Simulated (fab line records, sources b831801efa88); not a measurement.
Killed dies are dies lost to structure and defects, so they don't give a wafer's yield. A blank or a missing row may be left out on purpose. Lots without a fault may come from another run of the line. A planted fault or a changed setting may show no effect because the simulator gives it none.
fab line records | flow sky130
record lots=6 wafers=14 last_day=50
route steps=708 shown METAL4@627 VIA4@639 PAD_OPEN@708
lots that met no fault: from a run of the same line without faults
start_h: hours from the record's first day to the start of the lot's first wafer shown | wait_h: hours since the lot's step before | " the same as in the row above | L1.1+2: a row that stands for several wafers | - no value, or no start given | * or withheld: withheld | < > ~ a bound
route shown NAME@n: a module of which the file shows steps, and the number in the route of the first | usual: mean/standard deviation of fault-free wafers | same: alike in all rows | chamber/n: place in a boat | sites: the reading at each site | _std_site: their standard deviation | _edge_site: outer sites' mean less inner sites' | radius_mm: how far each site lies from the wafer's centre | mask NAME#n: copy n | behind: the tool/chamber that last shaped the wafer | hold: why the lot was held/for how many hours/how that ended | device: the transistor (n, p or np) that didn't switch | end of line: the same wafers' tests at the end of the route | a step without rows: its recipe alone | killed: dies lost to structure and defects at the first sort, not the wafer's yield | map: a wafer's dies, x killed, . not, _ none there
set.NAME: the setting as run; set.NAME@STEP: as run at that earlier step | model.NAME: the simulator's own value behind a step, which no gauge read
lots at some steps of the route; a table a step, a row a wafer
services: from which hour (start_h, from the record's first day; less than 0 if before it) a tool's chamber was out of use, for how many hours, and why
## steps
# step SKY_METAL4_PEB_11
# recipe peb_temp_c=withheld peb_time_s=withheld resist=KrF-thick
# step SKY_METAL4_DEVELOP_12
# recipe develop_time_s=60 resist=KrF-thick dev_temp_c=21
# step SKY_METAL4_CD_MEAS_13
# recipe target_cd_nm=300
# usual cd_nm=299.7/1.3
# columns lot.wafer tool chamber start_h wait_h cd_nm
L285.3 cd_sem-01 - 1025.56 - 299.0
L285.4 " - " " 299.7
L285.5 " - " " 300.8
L286.2 cd_sem-02 - 1044.38 - 301.1
L286.4 " - " " 302.2
L286.5 " - " " 300.7
L294.1 cd_sem-02 - 1081.86 - 299.5
L294.5 " - " " 299.7
L294.6 " - " " 297.8
L299.3 cd_sem-01 - 1110.81 - 300.8
L299.5 " - " " 299.9
L299.6 " - " " 299.8
L300.6 cd_sem-01 - 1115.21 - 299.2
L301.3 cd_sem-02 - 1119.36 - 299.5
# step SKY_METAL4_OVL_MEAS_14
# usual METAL4_OVL=-4/4.8
# columns lot.wafer tool chamber start_h wait_h METAL4_OVL[nm]
L285.3 overlay-02 - 1025.65 0.1 4
L285.4 " - " " -9
L285.5 " - " " -11
L286.2 overlay-02 - 1044.49 0.1 -6
L286.4 " - " " -4
L286.5 " - " " -3
L294.1 overlay-02 - 1081.98 0.1 1
L294.5 " - " " -5
L294.6 " - " " 1
L299.3 overlay-02 - 1110.90 0.1 2
L299.5 " - " " 4
L299.6 " - " " -1
L300.6 overlay-01 - 1115.26 0.0 -4
L301.3 overlay-02 - 1119.45 0.1 -11
# step SKY_METAL4_DESCUM_15
# recipe chemistry=O2 source_power_w=150 bias_power_w=0 pressure_mtorr=10 temp_c=40 time_s=8
# usual drypump_motor_current_A=5.6/0.34 oes_product_au=0.994/0.0066
# columns lot.wafer tool chamber start_h wait_h drypump_motor_current_A oes_product_au rf_hours_counter_h
L285.3 rie_metal-02 0 1025.69 0.0 5.0 0.985 -
L285.4 " 1 " " 5.5 0.992 -
L285.5 " 1 " " 5.5 0.987 -
L286.2 rie_metal-03 1 1044.52 0.0 5.4 0.989 18
L286.4 " 1 " " 5.4 0.989 -
L286.5 " 1 " " 5.4 0.990 -
L294.1 rie_metal-03 1 1082.02 0.0 5.4 1.004 21
L294.5 " 1 " " 5.4 0.996 -
L294.6 " 0 " " 5.8 0.988 -
L299.3 rie_metal-02 1 1110.94 0.0 5.5 0.999 -
L299.5 " 0 " " 5.0 0.995 -
L299.6 " 1 " " 5.5 0.995 -
L300.6 rie_metal-02 0 1115.29 0.0 5.0 0.987 -
L301.3 rie_metal-04 1 1119.49 0.0 5.8 1.001 -
# step SKY_METAL4_ETCH_16
# recipe chemistry=N2/H2 target=BARC ion_energy_ev=200 bias_w=100 pressure_mtorr=30 n2_flow_sccm=100 h2_flow_sccm=200 icp_w=500 stop_on=SiO2 time_s=88.2 target_depth_a=600
# usual drypump_motor_current_A=5.6/0.34 oes_product_au=0.626/0.0043 throttle_valve_pct=13.204/0.0096
# columns lot.wafer tool chamber start_h wait_h drypump_motor_current_A oes_product_au rf_hours_counter_h throttle_valve_pct
L285.3 rie_metal-02 0 1025.76 0.1 5.1 0.624 - 13.204
L285.4 " 1 " " 5.5 0.624 - 13.186
L285.5 " 1 " " 5.5 0.627 - 13.190
L286.2 rie_metal-03 1 1044.55 0.0 5.4 0.621 18 13.201
L286.4 " 1 " " 5.4 0.632 - 13.210
L286.5 " 1 " " 5.4 0.626 - 13.214
L294.1 rie_metal-03 1 1082.05 0.0 5.4 0.622 21 13.207
L294.5 " 1 " " 5.4 0.621 - 13.202
L294.6 " 0 " " 5.8 0.626 - 13.193
L299.3 rie_metal-02 1 1110.99 0.0 5.5 0.627 - 13.208
L299.5 " 0 " " 5.0 0.623 - 13.194
L299.6 " 1 " " 5.6 0.624 - 13.212
L300.6 rie_metal-02 0 1115.37 0.1 5.1 0.627 - 13.202
L301.3 rie_metal-04 1 1119.54 0.0 5.9 0.622 - 13.197
# step SKY_METAL4_ETCH_17
# recipe target=SiO2 stop_on=TiN chemistry=C4F8/O2/Ar source_w=1500 bias_w=1200 pressure_mtorr=40 c4f8_flow_sccm=withheld O2_flow_sccm=6 Ar_flow_sccm=300 time_s=3.9 target_depth_a=150
# usual oes_product_au=0.754/0.0076
# columns lot.wafer tool chamber start_h wait_h oes_product_au rf_hours_counter_h
L285.3 rie_diel-04 0 1025.85 0.0 0.747 6
L285.4 " 3 " " 0.756 20
L285.5 " 0 " " 0.759 -
L286.2 rie_diel-01 3 1044.65 0.1 0.742 6
L286.4 " 1 " " 0.756 10
L286.5 " 0 " " 0.748 -
L294.1 rie_diel-04 3 1082.15 0.1 0.765 22
L294.5 " 3 " " 0.763 -
L294.6 " 2 " " 0.756 -
L299.3 rie_diel-01 1 1111.05 0.0 0.753 11
L299.5 " 3 " " 0.749 -
L299.6 " 2 " " 0.748 -
L300.6 rie_diel-01 0 1115.41 0.0 0.757 -
L301.3 rie_diel-03 1 1119.60 0.0 0.751 17
# step SKY_METAL4_METAL_ETCH_18
# recipe target_depth_a=8450 stop_on=SiO2 over_etch_frac=0.3 time_s=183.1 chemistry=Cl2/BCl3 resist_sidewall_deg=88 pressure_mtorr=10 icp_w=900 bias_w=48.5 Cl2_flow_sccm=60 bcl3_flow_sccm=30
# usual bcl3_flow_sccm=30.01/0.081 drypump_motor_current_A=5.7/0.33 oes_product_au=0.868/0.0074 throttle_valve_pct=22.266/0.0089
# columns lot.wafer tool chamber start_h wait_h bcl3_flow_sccm drypump_motor_current_A oes_product_au rf_hours_counter_h throttle_valve_pct
L285.3 rie_metal-03 1 1025.93 0.1 30.01 5.4 0.864 - 22.277
L285.4 " 0 " " 29.94 5.8 0.869 - 22.264
L285.5 " 0 " " 29.99 5.8 0.867 - 22.251
L286.2 rie_metal-04 0 1044.67 0.0 30.03 6.1 0.865 7 22.274
L286.4 " 0 " " 30.13 6.0 0.865 - 22.267
L286.5 " 1 " " 29.98 5.9 0.857 - 22.250
L294.1 rie_metal-04 0 1082.17 0.0 30.09 6.1 0.869 10 22.257
L294.5 " 0 " " 30.22 6.1 0.871 - 22.251
L294.6 " 1 " " 30.12 5.9 0.875 - 22.257
L299.3 rie_metal-03 0 1111.13 0.1 29.98 5.8 0.869 - 22.271
L299.5 " 0 " " 30.12 5.8 0.874 - 22.265
L299.6 " 1 " " 29.99 5.4 0.859 - 22.271
L300.6 rie_metal-04 0 1115.54 0.1 30.00 6.1 0.873 - 22.255
L301.3 rie_metal-02 0 1119.68 0.1 30.00 5.0 0.873 - 22.267
# step SKY_METAL4_STRIP_19
# recipe chemistry=O2/N2 power_w=1400 pressure_mtorr=1500 platen_temp_c=withheld o2_flow_sccm=3000 n2_flow_sccm=300 overash_fraction=0.5
# usual drypump_motor_current_A=5.6/0.48 oes_product_au=0.505/0.0052 strip_time_to_endpoint_s=6.58/0.065
# same overash_fraction=0.5
# columns lot.wafer tool chamber start_h wait_h drypump_motor_current_A oes_product_au rf_hours_counter_h strip_time_to_endpoint_s
L285.3 plasma_asher-02 0 1026.08 0.1 4.8 0.498 - 6.47
L285.4 " 1 " " 5.8 0.506 - 6.55
L285.5 " 1 " " 5.8 0.503 - 6.53
L286.2 plasma_asher-03 1 1044.85 0.1 6.2 0.504 29 6.49
L286.4 " 0 " " 5.7 0.504 - 6.57
L286.5 " 1 " " 6.1 0.501 - 6.64
L294.1 plasma_asher-03 0 1082.35 0.1 5.7 0.496 33 6.51
L294.5 " 1 " " 6.1 0.506 - 6.63
L294.6 " 0 " " 5.7 0.503 - 6.53
L299.3 plasma_asher-04 1 1111.28 0.1 5.9 0.502 - 6.50
L299.5 " 0 " " 6.0 0.512 - 6.60
L299.6 " 1 " " 5.9 0.509 - 6.53
L300.6 plasma_asher-02 1 1115.66 0.1 5.8 0.505 - 6.62
L301.3 plasma_asher-02 0 1119.83 0.1 4.8 0.518 - 6.72
# step SKY_METAL4_STRIP_20
# recipe chemistry=post_etch_residue_remover time_s=1200 temp_c=72.5
# step SKY_METAL4_CLEAN_21
# recipe chemistry=IPA time_s=180 temp_c=25
# step SKY_METAL4_CLEAN_22
# recipe chemistry=O3/DIW dry=n2_spin
# step SKY_VIA4_HDPCVD_00
# recipe material=SiO2 target_thk_nm=1750 sigma_open_frac=0.3 time_s=291.7 temp_c=400 sih4_flow_sccm=60 pressure_mtorr=6
# columns lot.wafer tool chamber start_h wait_h model.SiO2_of_VIA4_HDPCVD_00.thk_nm
L285.3 hdpcvd-02 2 1026.69 0.0 1751
L285.4 " 2 " " 1743
L285.5 " 1 " " 1772
L286.2 hdpcvd-01 2 1045.44 0.0 1753
L286.4 " 2 " " 1745
L286.5 " 1 " " 1766
L294.1 hdpcvd-01 2 1082.94 0.0 1784
L294.5 " 0 " " 1766
L294.6 " 2 " " 1780
L299.3 hdpcvd-02 1 1112.07 0.0 1756
L299.5 " 0 " " 1729
L299.6 " 1 " " 1762
L300.6 hdpcvd-01 2 1116.28 0.1 3366
L301.3 hdpcvd-01 2 1120.40 0.0 3418
# step SKY_VIA4_THK_MEAS_01
# recipe reads=SiO2_of_VIA4_HDPCVD_00
# usual VIA4_HDPCVD_THK=1752/17
# columns lot.wafer tool chamber start_h wait_h VIA4_HDPCVD_THK[nm]
L285.3 film_metro-02 - 1026.89 0.1 1751
L285.4 " - " " 1741
L285.5 " - " " 1772
L286.2 film_metro-03 - 1045.63 0.1 1752
L286.4 " - " " 1745
L286.5 " - " " 1766
L294.1 film_metro-03 - 1083.12 0.1 1784
L294.5 " - " " 1767
L294.6 " - " " 1779
L299.3 film_metro-04 - 1112.27 0.1 1756
L299.5 " - " " 1728
L299.6 " - " " 1764
L300.6 film_metro-02 - 1116.42 0.1 3365
L300.6 film_metro-02 - 1116.64 0.2 3365
L301.3 film_metro-02 - 1120.60 0.1 3418
L301.3 film_metro-02 - 1120.82 0.2 3418
# step SKY_VIA4_CMP_02
# recipe material=SiO2 down_force_psi=4 platen_rpm=60 pad_velocity_m_s=0.94248
# step SKY_PAD_OPEN_PROBE_99
# usual killed_at_M0_to_M3=43/7.2 killed_at_M4_up=3.2/1.8 killed_at_contacts=23/5.6 killed_at_front_end=15/4.6 killed_at_other=0.3/0.71 killed_dies=85/10 killed_open=46/7.8 killed_short=38/6.5
# same gross_dies=492 killed_at_back_side=0
# columns lot.wafer tool chamber start_h wait_h killed_at_M0_to_M3 killed_at_M4_up killed_at_contacts killed_at_front_end killed_at_other killed_dies killed_open killed_short model.etest.tip_p.rs_ohm_sq model.etest.pfet_01v8.r_on_ohm_um model.etest.pfet_01v8.drive_ua_um model.etest.pfet_01v8_hvt.drive_ua_um model.etest.sram_pfet_latch.drive_ua_um model.etest.pfet_01v8_mvt.drive_ua_um model.etest.pfet_01v8_lvt.drive_ua_um model.etest.pfet_01v8.off_log10_a_um
L285.3 prober-01 - 1115.84 0.2 49 4 26 16 0 95 51 44 6831 2942 187.7 141.2 140.5 148.3 172.2 -9.969
L285.4 prober-01 - 1115.89 0.2 39 3 20 15 0 77 42 35 6835 2890 192.1 144.6 144.2 150.8 173.7 -9.701
L285.5 prober-01 - 1115.94 0.2 62 2 20 18 1 103 60 43 6841 2897 191.5 142.7 137.4 150 172.1 -9.515
L286.2 prober-02 - 1132.28 0.1 40 2 23 24 0 89 48 41 6946 3011 181.6 134.7 132.6 146.3 172.2 -10.3
L286.4 prober-02 - 1132.38 0.2 53 0 36 10 0 99 50 49 6916 2949 188.7 140.8 140.1 149.6 174.3 -9.938
L286.5 prober-02 - 1132.43 0.2 39 4 28 22 0 93 50 43 7013 2985 186.8 137.8 138.2 146.4 172.1 -10.1
L294.1 prober-01 - 1165.44 0.1 43 4 18 16 1 82 47 35 6874 2962 187.5 138.9 135.7 145.8 175.4 -10.06
L294.5 prober-01 - 1165.64 0.2 48 6 30 14 1 99 46 53 6927 2868 195.1 145.8 147.7 149.9 179.2 -9.58
L294.6 prober-01 - 1165.69 0.2 41 4 27 17 1 90 44 44 6954 2867 190.9 144.8 145.3 149.3 176.5 -10.02
L299.3 prober-02 - 1189.26 0.2 44 1 22 20 0 87 44 43 6857 2989 184.2 136 133.6 146.8 168.6 -9.863
L299.5 prober-02 - 1189.36 0.2 37 2 19 13 0 71 37 34 6848 2938 189.2 140.5 139.3 149.9 173.1 -9.839
L299.6 prober-02 - 1189.41 0.2 34 3 16 17 0 70 29 41 6852 2973 185.5 136.6 140.3 147.8 169.3 -10.02
L300.6 prober-01 - 1194.43 0.2 37 7 21 20 2 87 46 41 3923 2722 209.7 156.5 149.9 157.2 181.8 -8.596
L301.3 prober-02 - 1197.10 0.2 49 2 28 15 0 94 54 40 3989 2655 216.5 160.5 161.4 161.2 181 -8.348
# killed by level:class
L285.3 VIA1:geometric_particle:open=9 CONTACT:geometric_particle:short=8 CONTACT:geometric_particle:open=7 VIA2:geometric_particle:short=7 VIA3:geometric_particle:open=7 POLY_GATE:geometric_particle:open=6 LI_CONTACT:geometric_particle:open=6 VIA2:geometric_particle:open=6
L285.4 VIA1:geometric_particle:open=9 LI_CONTACT:geometric_particle:open=8 VIA2:geometric_particle:open=6 FIELD_ISO:geometric_particle:open=5 CONTACT:geometric_particle:open=5 VIA3:geometric_particle:open=5 POLY_GATE:geometric_particle:short=4 LOCAL_INTERCONNECT:geometric_particle:short=4
L285.5 VIA1:geometric_particle:open=15 VIA3:geometric_particle:open=11 CONTACT:geometric_particle:open=10 METAL1:geometric_particle:short=6 VIA2:geometric_particle:open=6 POLY_GATE:geometric_particle:open=4 METAL2:geometric_particle:short=4 METAL3:geometric_particle:short=4
L286.2 LI_CONTACT:geometric_particle:open=8 CONTACT:geometric_particle:open=7 VIA1:geometric_particle:open=7 VIA3:geometric_particle:open=7 METAL2:geometric_particle:short=5 FIELD_ISO:geometric_particle:short=4 POLY_GATE:geometric_particle:open=4 METAL3:geometric_particle:short=4
L286.4 VIA1:geometric_particle:open=13 CONTACT:geometric_particle:open=10 VIA1:geometric_particle:short=9 CONTACT:geometric_particle:short=8 VIA2:geometric_particle:open=7 LI_CONTACT:geometric_particle:open=6 LOCAL_INTERCONNECT:geometric_particle:short=6 VIA3:geometric_particle:open=6
L286.5 LI_CONTACT:geometric_particle:open=11 FIELD_ISO:geometric_particle:short=9 CONTACT:geometric_particle:open=9 VIA1:geometric_particle:open=8 METAL2:geometric_particle:short=6 VIA1:geometric_particle:short=5 VIA2:geometric_particle:open=5 VIA3:geometric_particle:open=5
L294.1 VIA1:geometric_particle:open=11 VIA3:geometric_particle:open=8 METAL1:geometric_particle:short=7 CONTACT:geometric_particle:open=6 VIA2:geometric_particle:open=6 POLY_GATE:geometric_particle:short=5 POLY_GATE:geometric_particle:open=4 METAL4:geometric_particle:short=4
L294.5 CONTACT:geometric_particle:open=12 VIA1:geometric_particle:open=11 METAL1:geometric_particle:short=8 METAL2:geometric_particle:short=7 LI_CONTACT:geometric_particle:open=6 CONTACT:geometric_particle:short=6 METAL3:geometric_particle:short=5 METAL4:geometric_particle:short=5
L294.6 CONTACT:geometric_particle:open=10 VIA1:geometric_particle:open=8 METAL2:geometric_particle:short=6 LI_CONTACT:geometric_particle:open=6 POLY_GATE:geometric_particle:open=5 VIA2:geometric_particle:short=5 VIA3:geometric_particle:open=5 LOCAL_INTERCONNECT:geometric_particle:short=4
L299.3 VIA1:geometric_particle:open=10 CONTACT:geometric_particle:open=8 FIELD_ISO:geometric_particle:open=5 LI_CONTACT:geometric_particle:open=5 VIA3:geometric_particle:short=5 METAL1:geometric_particle:short=5 VIA2:geometric_particle:open=5 METAL2:geometric_particle:short=5
L299.5 CONTACT:geometric_particle:open=7 METAL1:geometric_particle:short=7 LI_CONTACT:geometric_particle:open=6 VIA1:geometric_particle:open=6 VIA3:geometric_particle:open=6 POLY_GATE:geometric_particle:open=4 LOCAL_INTERCONNECT:geometric_particle:short=4 METAL2:geometric_particle:short=4
L299.6 METAL1:geometric_particle:short=9 METAL2:geometric_particle:short=9 CONTACT:geometric_particle:open=8 FIELD_ISO:geometric_particle:short=6 POLY_GATE:geometric_particle:open=4 CONTACT:geometric_particle:short=4 VIA3:geometric_particle:open=4 POLY_GATE:geometric_particle:short=3
L300.6 VIA1:geometric_particle:open=11 FIELD_ISO:geometric_particle:open=7 LI_CONTACT:geometric_particle:open=6 CONTACT:geometric_particle:open=6 VIA1:geometric_particle:short=6 FIELD_ISO:geometric_particle:short=5 POLY_GATE:geometric_particle:open=5 CONTACT:geometric_particle:short=4
L301.3 VIA3:geometric_particle:open=14 LI_CONTACT:geometric_particle:open=9 LOCAL_INTERCONNECT:geometric_particle:short=8 VIA1:geometric_particle:short=7 CONTACT:geometric_particle:open=7 VIA1:geometric_particle:open=6 VIA2:geometric_particle:open=6 POLY_GATE:geometric_particle:open=5
## services
# columns tool chamber start_h hours kind
rie_metal-02 - 1002.41 0.1 repair
rie_metal-02 0 1005.71 1.6 repair
rie_metal-02 - 1059.96 1.4 pm
rie_diel-04 2 1068.15 3.8 repair
rie_diel-01 2 1070.93 2.9 repair
rie_diel-03 0 1071.10 20.6 repair
rie_diel-01 1 1073.00 3.9 repair
rie_diel-01 1 1076.89 2.8 repair
rie_diel-01 - 1087.16 0.8 repair
rie_diel-01 0 1091.46 8.6 repair
plasma_asher-03 - 1091.59 3.1 repair
hdpcvd-02 - 1100.44 0.6 repair
plasma_asher-03 - 1111.84 4.3 pm
plasma_asher-04 - 1118.71 14.6 pm
## key
first_sign step=SKY_VIA4_THK_MEAS_01 reading=visit direction=added
effect step=SKY_VIA4_THK_MEAS_01 reading=VIA4_HDPCVD_THK direction=up sigmas=96 usual=1752 struck=3391
model_effect step=SKY_VIA4_HDPCVD_00 value=SiO2_of_VIA4_HDPCVD_00.thk_nm without=1752 struck=3392
model_effect step=SKY_PAD_OPEN_PROBE_99 value=etest.tip_p.rs_ohm_sq without=6942 struck=3956
met_at SKY_VIA4_HDPCVD_00
struck_wafers L300.6,L301.3
tester_left_out L300,L301
onset_between 1082.94 1116.28
also_fits time
earlier_fault kind=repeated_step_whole tool=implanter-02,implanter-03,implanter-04 chamber=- onset_h=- steps=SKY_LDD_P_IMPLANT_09 times=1 scope=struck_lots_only
fault kind=process_parameter_drift tool=hdpcvd-01 chamber=2 onset_h=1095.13 steps=SKY_VIA4_HDPCVD_00 channel=target_thk_nm offset=1639.6 shape=step end_h=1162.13 acts_in=these_recipes_only stated=1750
# tester_left_out: of these lots the tester's yield and bins aren't shown, on N5 and GAA mostly nor the transistor test; their killed dies are dies lost to structure and defects alone, not to doping, threshold or leakage, so they don't give the yield
